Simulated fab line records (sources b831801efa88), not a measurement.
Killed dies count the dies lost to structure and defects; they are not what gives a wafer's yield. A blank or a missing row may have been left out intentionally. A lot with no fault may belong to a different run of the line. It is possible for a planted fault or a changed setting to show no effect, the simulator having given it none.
fab line records    flow sky130
record: lots: 6  wafers: 18  lastDay: 50
route steps=708 shown VT_ADJUST_NCORE@121 VT_ADJUST_HVTR@131 PAD_OPEN@708
lots untouched by any fault: they come from a run of this same line in which no faults occurred
startH: the number of hours between the record's first day and the start of the first shown wafer of the lot    waitH: hours elapsed since this lot's preceding step    " same as the row above    L1.1+2: one row covering several wafers at once    - no value, or no start was given    * or withheld: withheld    < > ~ a bound
route shown NAME@n: names a module that has steps shown in the file, with the first one's number in the route    usual: mean/standard deviation of fault-free wafers    same: alike in all rows    chamber/n: place in a boat    sites: the reading at each site    _std_site: the values' standard deviation    _edge_site: the outer-site mean with the inner-site mean subtracted    radiusMm: for every site, how far away it sits from the centre of the wafer    mask NAME#n: copy n    behind: tool/chamber where the wafer was last shaped    hold: cause of the lot's hold/its duration in hours/its outcome    device: the n, p or np transistor that did not switch    end of line: at the end of the route, the tests of the same wafers    a step given without rows: its recipe and nothing more    killed: dies that structure and defects cost at the first sort, which is not the same as the wafer's yield    map: shows each die of a wafer: x if killed, . if not, _ if none is there
set.NAME: setting as actually run; set.NAME@STEP: the setting as run at that earlier step    model.NAME: the simulator's own value behind a step, which no gauge read
certain route steps with their lots: each step a table, each wafer a row
services: the hour from which a tool's chamber was out of use, counted from the record's first day as startH (under 0 if before that day), plus the number of hours and why
== steps ==
step: SKY_VT_ADJUST_NCORE_COAT_02
recipe: resist: NOVOLAK  spinRpm: 3000  resistThkNm: 1140
step: SKY_VT_ADJUST_NCORE_SOFTBAKE_03
recipe: tempC: 90  timeS: 60  resist: NOVOLAK
step: SKY_VT_ADJUST_NCORE_EXPOSE_04
recipe: maskId: LVTN_COMPLEMENT_THIN  na: 0.6  sourceShape: conventional  sigmaOuter: 0.6  polarization: unpolarized  targetCdNm: 380  doseMj: 139
step: SKY_VT_ADJUST_NCORE_PEB_05
recipe: tempC: withheld  timeS: *  resist: NOVOLAK
step: SKY_VT_ADJUST_NCORE_DEVELOP_06
recipe: resist: NOVOLAK  developer: TMAH  developTimeS: 60  devTempC: 23
step: SKY_VT_ADJUST_NCORE_CD_MEAS_07
recipe: targetCdNm: 380
usual: cdNm: 379.3/3
lot.wafer  tool      chamber  startH  waitH  cdNm
L587.3     cdSem-01  -        181.70  0.1    380.4
L587.4     "         -        "       "      379.8
L587.6     "         -        "       "      380.1
L592.3     cdSem-02  -        218.10  0.1    376.4
L592.4     "         -        "       "      378.8
L592.5     "         -        "       "      375.9
L599.2     cdSem-02  -        273.48  0.1    384.6
L599.4     "         -        "       "      386.3
L599.6     "         -        "       "      386.7
L600.2     cdSem-01  -        281.85  0.1    376.0
L600.4     "         -        "       "      378.7
L600.6     "         -        "       "      381.1
L606.1     cdSem-02  -        319.14  0.1    375.2
L606.2     "         -        "       "      373.8
L606.6     "         -        "       "      374.3
L607.4     cdSem-02  -        322.00  0.1    375.9
L607.5     "         -        "       "      376.8
L607.6     "         -        "       "      375.4
step: SKY_VT_ADJUST_NCORE_OVL_MEAS_08
usual: VT_ADJUST_NCORE_OVL: -0.5/1.3
lot.wafer  tool        chamber  startH  waitH  VT_ADJUST_NCORE_OVL[nm]
L587.3     overlay-01  -        181.80  0.1    -0.1
L587.4     "           -        "       "      0.7
L587.6     "           -        "       "      1.8
L592.3     overlay-02  -        218.19  0.1    -1.7
L592.4     "           -        "       "      -2.5
L592.5     "           -        "       "      -1.8
L599.2     overlay-02  -        273.59  0.1    -1.4
L599.4     "           -        "       "      -0.1
L599.6     "           -        "       "      -2.1
L600.2     overlay-01  -        281.95  0.1    -0.6
L600.4     "           -        "       "      -1.9
L600.6     "           -        "       "      0.4
L606.1     overlay-01  -        319.26  0.1    0.3
L606.2     "           -        "       "      0.4
L606.6     "           -        "       "      1.1
L607.4     overlay-01  -        322.08  0.1    -2.4
L607.5     "           -        "       "      -1.1
L607.6     "           -        "       "      -0.9
step: SKY_VT_ADJUST_NCORE_IMPLANT_09
recipe: species: B  energyKev: 10  doseCm2: 2.4e+12  tiltDeg: withheld
step: SKY_VT_ADJUST_NCORE_STRIP_10
recipe: chemistry: O2/N2  powerW: 1400  pressureMtorr: 1500  platenTempC: withheld  o2FlowSccm: 3000  n2FlowSccm: 300  overashFraction: 0.5
usual: drypumpMotorCurrentA: 5.7/0.44  oesProductAu: 0.716/0.0041  stripTimeToEndpointS: 14.20/0.038
lot.wafer  tool            chamber  startH  waitH  drypumpMotorCurrentA  oesProductAu  rfHoursCounterH  stripTimeToEndpointS
L587.3     plasmaAsher-02  1        182.00  0.1    5.9                   0.713         -                14.11
L587.4     "               0        "       "      5.8                   0.714         -                14.15
L587.6     "               0        "       "      5.8                   0.721         -                14.15
L592.3     plasmaAsher-01  1        218.40  0.1    6.0                   0.716         -                14.24
L592.4     "               0        "       "      5.3                   0.725         -                14.21
L592.5     "               0        "       "      5.3                   0.719         -                14.25
L599.2     plasmaAsher-01  1        273.77  0.1    5.9                   0.713         58               14.17
L599.4     "               1        "       "      6.0                   0.716         -                14.18
L599.6     "               1        "       "      5.9                   0.714         -                14.16
L600.2     plasmaAsher-01  0        282.13  0.1    5.3                   0.722         59               14.22
L600.4     "               1        "       "      5.9                   0.718         -                14.15
L600.6     "               1        "       "      6.0                   0.719         -                14.19
L606.1     plasmaAsher-02  0        319.45  0.1    5.8                   0.714         61               14.24
L606.2     "               1        "       "      5.9                   0.718         61               14.22
L606.6     "               0        "       "      5.8                   0.714         -                14.25
L607.4     plasmaAsher-04  1        322.28  0.1    5.0                   0.722         -                14.24
L607.5     "               1        "       "      5.0                   0.712         -                14.17
L607.6     "               0        "       "      6.2                   0.712         -                14.19
step: SKY_VT_ADJUST_NCORE_TW_MEAS_11
usual: VT_ADJUST_NCORE_TW: 218.4/0.99
lot.wafer  tool          chamber  startH  waitH  VT_ADJUST_NCORE_TW
L587.3     filmMetro-04  -        182.09  0.1    218.5
L587.4     "             -        "       "      217.9
L587.6     "             -        "       "      218.5
L592.3     filmMetro-03  -        218.49  0.1    217.5
L592.4     "             -        "       "      218.5
L592.5     "             -        "       "      219.1
L599.2     filmMetro-04  -        273.88  0.1    218.2
L599.4     "             -        "       "      219.2
L599.6     "             -        "       "      218.3
L600.2     filmMetro-04  -        282.24  0.1    218.0
L600.4     "             -        "       "      218.8
L600.6     "             -        "       "      218.9
L606.1     filmMetro-04  -        319.55  0.1    218.6
L606.2     "             -        "       "      218.9
L606.6     "             -        "       "      219.2
L607.4     filmMetro-04  -        322.38  0.1    217.5
L607.5     "             -        "       "      218.7
L607.6     "             -        "       "      218.8
step: SKY_VT_ADJUST_HVTR_DEHYDRATE_00
recipe: tempC: 200  timeS: 60
step: SKY_VT_ADJUST_HVTR_HMDS_01
recipe: primeTimeS: 60  primeTempC: 120
step: SKY_VT_ADJUST_HVTR_COAT_02
recipe: resist: NOVOLAK  spinRpm: 3000  resistThkNm: 1140
usual: spinSpeedRpm: 2999.8/2.1
lot.wafer  tool           chamber  startH  waitH  spinSpeedRpm  model.NOVOLAK_of_VT_ADJUST_HVTR_COAT_02.thkNm
L587.3     lithoTrack-02  0        192.91  0.1    2999.7        1143
L587.4     "              0        "       "      2998.8        1147
L587.6     "              0        "       "      3002.5        1144
L592.3     lithoTrack-02  0        229.41  0.1    3001.1        1143
L592.4     "              0        "       "      2998.8        1147
L592.5     "              0        "       "      2996.4        1147
L599.2     lithoTrack-04  0        286.07  0.1    3000.3        1148
L599.4     "              0        "       "      3001.4        1144
L599.6     "              0        "       "      2995.3        1141
L600.2     lithoTrack-04  0        294.47  0.1    3000.2        1146
L600.4     "              0        "       "      2999.7        1149
L600.6     "              0        "       "      2999.4        1146
L606.1     lithoTrack-04  0        332.54  0.1    2812.0        1176
L606.2     "              0        "       "      2808.2        1176
L606.6     "              0        "       "      2811.3        1179
L607.4     lithoTrack-04  0        335.22  0.1    2812.2        1184
L607.5     "              0        "       "      2812.4        1182
L607.6     "              0        "       "      2812.3        1181
step: SKY_VT_ADJUST_HVTR_SOFTBAKE_03
recipe: tempC: 90  timeS: 60  resist: NOVOLAK
step: SKY_VT_ADJUST_HVTR_EXPOSE_04
recipe: maskId: HVTRM  targetCdNm: 380  na: 0.6  sourceShape: conventional  sigmaOuter: 0.6  doseMj: 150
step: SKY_VT_ADJUST_HVTR_PEB_05
recipe: tempC: withheld  timeS: *  resist: NOVOLAK
step: SKY_VT_ADJUST_HVTR_DEVELOP_06
recipe: developTimeS: 60  devTempC: 23
lot.wafer  tool           chamber  startH  waitH  model.NOVOLAK_of_VT_ADJUST_HVTR_COAT_02.thkNm
L587.3     lithoTrack-03  0        203.43  0.1    1143
L587.4     "              0        "       "      1146
L587.6     "              0        "       "      1144
L592.3     lithoTrack-02  0        241.21  0.1    1143
L592.4     "              0        "       "      1147
L592.5     "              0        "       "      1146
L599.2     lithoTrack-03  0        299.15  0.1    1147
L599.4     "              0        "       "      1143
L599.6     "              0        "       "      1141
L600.2+6   lithoTrack-03  0        307.35  0.1    1145
L600.4     "              0        "       "      1148
L606.1+2   lithoTrack-04  0        345.49  0.1    1176
L606.6     "              0        "       "      1179
L607.4     lithoTrack-04  0        348.92  0.1    1184
L607.5     "              0        "       "      1182
L607.6     "              0        "       "      1181
step: SKY_VT_ADJUST_HVTR_CD_MEAS_07
recipe: targetCdNm: 380
usual: cdNm: 380.8/2.5
lot.wafer  tool      chamber  startH  waitH  cdNm
L587.3     cdSem-01  -        203.57  0.1    375.4
L587.4     "         -        "       "      377.2
L587.6     "         -        "       "      377.5
L592.3     cdSem-01  -        241.35  0.1    381.6
L592.4     "         -        "       "      380.2
L592.5     "         -        "       "      378.9
L599.2     cdSem-01  -        299.30  0.1    381.4
L599.4     "         -        "       "      383.6
L599.6     "         -        "       "      383.0
L600.2     cdSem-02  -        307.50  0.1    380.7
L600.4     "         -        "       "      381.6
L600.6     "         -        "       "      382.4
L606.1     cdSem-02  -        345.64  0.1    379.9
L606.2     "         -        "       "      381.3
L606.6     "         -        "       "      380.5
L607.4     cdSem-01  -        349.05  0.1    375.7
L607.5     "         -        "       "      374.1
L607.6     "         -        "       "      371.8
step: SKY_VT_ADJUST_HVTR_OVL_MEAS_08
usual: VT_ADJUST_HVTR_OVL: 0.1/1.4
lot.wafer  tool        chamber  startH  waitH  VT_ADJUST_HVTR_OVL[nm]
L587.3     overlay-02  -        203.66  0.1    0.2
L587.4     "           -        "       "      1.5
L587.6     "           -        "       "      1.7
L592.3     overlay-01  -        241.44  0.1    1.8
L592.4     "           -        "       "      5.6
L592.5     "           -        "       "      0.8
L599.2     overlay-01  -        299.40  0.1    1.3
L599.4     "           -        "       "      0.6
L599.6     "           -        "       "      1.6
L600.2     overlay-01  -        307.60  0.1    2.1
L600.4     "           -        "       "      1.6
L600.6     "           -        "       "      -3.1
L606.1     overlay-01  -        345.76  0.1    -1.1
L606.2     "           -        "       "      2.0
L606.6     "           -        "       "      2.8
L607.4     overlay-01  -        349.13  0.1    -0.6
L607.5     "           -        "       "      -1.4
L607.6     "           -        "       "      -1.5
step: SKY_VT_ADJUST_HVTR_IMPLANT_09
recipe: species: B  energyKev: 10  doseCm2: 2.1e+12  tiltDeg: withheld
step: SKY_VT_ADJUST_HVTR_STRIP_10
recipe: chemistry: O2/N2  powerW: 1400  pressureMtorr: 1500  platenTempC: withheld  o2FlowSccm: 3000  n2FlowSccm: 300  overashFraction: 0.5
usual: drypumpMotorCurrentA: 5.6/0.53  oesProductAu: 0.716/0.0046  stripTimeToEndpointS: 14.20/0.046
lot.wafer  tool            chamber  startH  waitH  drypumpMotorCurrentA  oesProductAu  rfHoursCounterH  stripTimeToEndpointS
L587.3     plasmaAsher-04  0        203.87  0.1    6.2                   0.712         -                14.19
L587.4     "               1        "       "      5.0                   0.712         -                14.24
L587.6     "               1        "       "      5.0                   0.710         -                14.22
L592.3     plasmaAsher-02  1        241.65  0.1    5.9                   0.717         -                14.22
L592.4     "               0        "       "      5.8                   0.719         -                14.26
L592.5     "               1        "       "      5.9                   0.712         -                14.25
L599.2     plasmaAsher-03  1        299.58  0.1    6.1                   0.713         49               14.27
L599.4     "               0        "       "      4.9                   0.714         -                14.23
L599.6     "               1        "       "      6.1                   0.710         -                14.19
L600.2     plasmaAsher-04  0        307.78  0.1    6.2                   0.716         18               14.24
L600.4     "               0        "       "      6.2                   0.715         -                14.27
L600.6     "               1        "       "      5.0                   0.716         -                14.24
L606.1     plasmaAsher-04  1        345.95  0.1    5.0                   0.719         22               14.58
L606.2     "               0        "       "      6.2                   0.715         22               14.56
L606.6     "               0        "       "      6.2                   0.713         -                14.60
L607.4     plasmaAsher-02  0        349.33  0.1    5.8                   0.715         -                14.65
L607.5     "               0        "       "      5.8                   0.716         -                14.65
L607.6     "               1        "       "      5.9                   0.712         -                14.63
step: SKY_VT_ADJUST_HVTR_TW_MEAS_11
usual: VT_ADJUST_HVTR_TW: 209.7/1.1
lot.wafer  tool          chamber  startH  waitH  VT_ADJUST_HVTR_TW
L587.3     filmMetro-04  -        203.95  0.1    210.0
L587.4     "             -        "       "      209.9
L587.6     "             -        "       "      209.3
L592.3     filmMetro-03  -        241.74  0.1    211.2
L592.4     "             -        "       "      210.3
L592.5     "             -        "       "      212.1
L599.2     filmMetro-02  -        299.69  0.1    209.2
L599.4     "             -        "       "      209.9
L599.6     "             -        "       "      209.7
L600.2     filmMetro-04  -        307.89  0.1    211.4
L600.4     "             -        "       "      210.7
L600.6     "             -        "       "      211.7
L606.1     filmMetro-02  -        346.05  0.1    208.3
L606.2     "             -        "       "      207.7
L606.6     "             -        "       "      209.7
L607.4     filmMetro-04  -        349.43  0.1    211.0
L607.5     "             -        "       "      211.2
L607.6     "             -        "       "      210.0
step: SKY_PAD_OPEN_PROBE_99
usual: killed_at_M0_to_M3: 44/6  killed_at_M4_up: 3.3/2.1  killedAtContacts: 25/5.5  killedAtFrontEnd: 15/4.3  killedDies: 88/9.1  killedOpen: 48/6.6  killedShort: 39/6.7
same: grossDies: 492  killedAtBackSide: 0  killedAtOther: 0
lot.wafer  tool       chamber  startH   waitH  killed_at_M0_to_M3  killed_at_M4_up  killedAtContacts  killedAtFrontEnd  killedDies  killedOpen  killedShort
L587.3     prober-02  -        1070.01  0.2    33                  3                21                12                69          41          28
L587.4     prober-02  -        1070.06  0.2    41                  1                21                15                78          40          38
L587.6     prober-02  -        1070.16  0.2    44                  2                17                7                 70          40          29
L592.3     prober-02  -        1130.20  0.2    43                  7                20                17                87          55          32
L592.4     prober-02  -        1130.25  0.2    36                  9                17                18                80          42          38
L592.5     prober-02  -        1130.30  0.2    37                  4                28                17                86          55          31
L599.2     prober-02  -        1153.37  0.1    52                  1                25                12                90          51          39
L599.4     prober-02  -        1153.47  0.2    43                  4                17                17                81          47          34
L599.6     prober-02  -        1153.57  0.2    52                  3                24                21                100         63          37
L600.2     prober-01  -        1155.20  0.1    49                  2                24                24                99          54          45
L600.4     prober-01  -        1155.30  0.2    48                  0                31                10                89          49          40
L600.6     prober-01  -        1155.40  0.2    55                  0                24                16                95          45          50
L606.1     prober-01  -        1187.18  0.1    35                  4                24                19                82          46          36
L606.2     prober-01  -        1187.23  0.1    35                  5                25                16                81          49          32
L606.6     prober-01  -        1187.43  0.2    51                  9                20                12                92          49          43
L607.4     prober-02  -        1187.96  0.2    37                  3                22                15                77          40          37
L607.5     prober-02  -        1188.01  0.2    54                  1                38                14                107         69          38
L607.6     prober-02  -        1188.06  0.2    35                  1                19                18                73          41          32
killed by level:class
L587.3 LI_CONTACT:geometricParticle:open=10 VIA1:geometricParticle:open=10 CONTACT:geometricParticle:open=5 VIA2:geometricParticle:open=5 FIELD_ISO:geometricParticle:open=4 METAL2:geometricParticle:short=4 POLY_GATE:geometricParticle:short=3 POLY_GATE:geometricParticle:open=3
L587.4 CONTACT:geometricParticle:open=9 VIA1:geometricParticle:open=9 FIELD_ISO:geometricParticle:short=6 VIA2:geometricParticle:open=5 METAL1:geometricParticle:short=5 POLY_GATE:geometricParticle:short=4 METAL2:geometricParticle:short=4 LOCAL_INTERCONNECT:geometricParticle:short=4
L587.6 VIA1:geometricParticle:open=11 VIA2:geometricParticle:open=7 VIA1:geometricParticle:short=6 CONTACT:geometricParticle:open=6 LOCAL_INTERCONNECT:geometricParticle:short=5 VIA3:geometricParticle:open=5 METAL1:geometricParticle:short=4 LI_CONTACT:geometricParticle:open=3
L592.3 VIA1:geometricParticle:open=13 LI_CONTACT:geometricParticle:open=9 VIA3:geometricParticle:open=8 POLY_GATE:geometricParticle:open=6 VIA2:geometricParticle:open=6 CONTACT:geometricParticle:open=5 METAL4:geometricParticle:short=5 FIELD_ISO:geometricParticle:short=4
L592.4 VIA1:geometricParticle:open=8 FIELD_ISO:geometricParticle:open=6 LI_CONTACT:geometricParticle:open=6 VIA3:geometricParticle:open=6 METAL4:geometricParticle:short=6 FIELD_ISO:geometricParticle:short=5 POLY_GATE:geometricParticle:short=4 CONTACT:geometricParticle:open=4
L592.5 CONTACT:geometricParticle:open=11 VIA1:geometricParticle:open=8 LI_CONTACT:geometricParticle:open=7 VIA2:geometricParticle:open=7 FIELD_ISO:geometricParticle:open=5 VIA3:geometricParticle:open=5 POLY_GATE:geometricParticle:open=4 VIA1:geometricParticle:short=4
L599.2 VIA1:geometricParticle:open=10 VIA3:geometricParticle:open=9 METAL1:geometricParticle:short=9 VIA1:geometricParticle:short=8 VIA2:geometricParticle:open=8 CONTACT:geometricParticle:open=7 LI_CONTACT:geometricParticle:open=6 CONTACT:geometricParticle:short=5
L599.4 VIA1:geometricParticle:open=12 VIA3:geometricParticle:open=8 METAL1:geometricParticle:short=7 FIELD_ISO:geometricParticle:open=5 METAL2:geometricParticle:short=5 POLY_GATE:geometricParticle:open=5 LI_CONTACT:geometricParticle:open=5 CONTACT:geometricParticle:short=5
L599.6 VIA1:geometricParticle:open=15 LI_CONTACT:geometricParticle:open=9 POLY_GATE:geometricParticle:open=8 VIA2:geometricParticle:open=8 VIA3:geometricParticle:open=8 CONTACT:geometricParticle:open=7 VIA1:geometricParticle:short=5 VIA3:geometricParticle:short=5
L600.2 VIA1:geometricParticle:open=16 CONTACT:geometricParticle:open=8 VIA1:geometricParticle:short=8 POLY_GATE:geometricParticle:short=7 LOCAL_INTERCONNECT:geometricParticle:short=6 VIA2:geometricParticle:open=6 POLY_GATE:geometricParticle:open=5 FIELD_ISO:geometricParticle:short=4
L600.4 CONTACT:geometricParticle:open=11 VIA1:geometricParticle:open=9 VIA3:geometricParticle:open=9 VIA2:geometricParticle:open=8 LOCAL_INTERCONNECT:geometricParticle:short=6 METAL1:geometricParticle:short=6 LI_CONTACT:geometricParticle:open=5 LI_CONTACT:geometricParticle:short=4
L600.6 VIA1:geometricParticle:open=13 METAL1:geometricParticle:short=11 FIELD_ISO:geometricParticle:short=6 CONTACT:geometricParticle:open=6 VIA2:geometricParticle:open=6 VIA3:geometricParticle:open=6 METAL3:geometricParticle:short=5 LI_CONTACT:geometricParticle:open=5
L606.1 VIA3:geometricParticle:open=10 CONTACT:geometricParticle:open=8 LI_CONTACT:geometricParticle:open=6 VIA1:geometricParticle:open=6 FIELD_ISO:geometricParticle:short=5 FIELD_ISO:geometricParticle:open=4 POLY_GATE:geometricParticle:short=4 LOCAL_INTERCONNECT:geometricParticle:short=4
L606.2 CONTACT:geometricParticle:open=10 VIA1:geometricParticle:open=10 POLY_GATE:geometricParticle:open=6 METAL1:geometricParticle:short=6 LI_CONTACT:geometricParticle:open=6 METAL2:geometricParticle:short=6 VIA2:geometricParticle:open=5 VIA3:geometricParticle:open=4
L606.6 VIA1:geometricParticle:open=12 CONTACT:geometricParticle:open=8 METAL1:geometricParticle:short=8 VIA3:geometricParticle:open=7 LI_CONTACT:geometricParticle:open=6 VIA1:geometricParticle:short=6 METAL4:geometricParticle:short=6 FIELD_ISO:geometricParticle:open=5
L607.4 VIA1:geometricParticle:open=12 CONTACT:geometricParticle:open=8 FIELD_ISO:geometricParticle:open=5 LOCAL_INTERCONNECT:geometricParticle:short=5 VIA1:geometricParticle:short=5 FIELD_ISO:geometricParticle:short=4 LI_CONTACT:geometricParticle:open=4 METAL2:geometricParticle:short=4
L607.5 LI_CONTACT:geometricParticle:open=14 CONTACT:geometricParticle:open=13 VIA2:geometricParticle:open=12 VIA1:geometricParticle:open=10 METAL2:geometricParticle:short=7 VIA3:geometricParticle:open=7 FIELD_ISO:geometricParticle:open=6 VIA2:geometricParticle:short=6
L607.6 VIA1:geometricParticle:open=12 VIA2:geometricParticle:open=7 POLY_GATE:geometricParticle:short=6 CONTACT:geometricParticle:open=6 LI_CONTACT:geometricParticle:open=5 CONTACT:geometricParticle:short=5 FIELD_ISO:geometricParticle:open=4 FIELD_ISO:geometricParticle:short=4
== services ==
tool            chamber  startH  hours  kind
lithoTrack-02   -        207.25  -      consumableReplace:filter
plasmaAsher-04  -        240.67  2.2    repair
plasmaAsher-02  -        271.89  3.8    repair
plasmaAsher-01  -        303.03  1.1    repair
plasmaAsher-02  -        332.98  3.5    repair
plasmaAsher-03  -        345.43  14.6   pm
== key ==
firstSign: step: SKY_VT_ADJUST_HVTR_COAT_02  reading: spinSpeedRpm  direction: down  sigmas: 89  usual: 2999.8  struck: 2811.4
effect: step: SKY_VT_ADJUST_HVTR_STRIP_10  reading: stripTimeToEndpointS  direction: up  sigmas: 8.8  usual: *  struck: *
modelEffect: step: SKY_VT_ADJUST_HVTR_COAT_02  value: NOVOLAK_of_VT_ADJUST_HVTR_COAT_02.thkNm  without: 1142  struck: 1180
modelEffect: step: SKY_VT_ADJUST_HVTR_DEVELOP_06  value: NOVOLAK_of_VT_ADJUST_HVTR_COAT_02.thkNm  without: 1142  struck: 1179
metAt SKY_VT_ADJUST_HVTR_COAT_02
struckWafers L606.1,L606.2,L606.6,L607.4,L607.5,L607.6
testerLeftOut L606,L607
onsetBetween 294.47 332.54
fault: kind: processParameterDrift  tool: lithoTrack-04  chamber: -  onsetH: 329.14  steps: SKY_VT_ADJUST_HVTR_COAT_02  channel: spinRpm  offset: -188.52  shape: step  endH: 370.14  actsIn: theseRecipesOnly  stated: 3000
testerLeftOut: of these lots the tester's yield and bins aren't shown, on N5 and GAA mostly nor the transistor test; their killed dies are dies lost to structure and defects alone, not to doping, threshold or leakage, so they don't give the yield
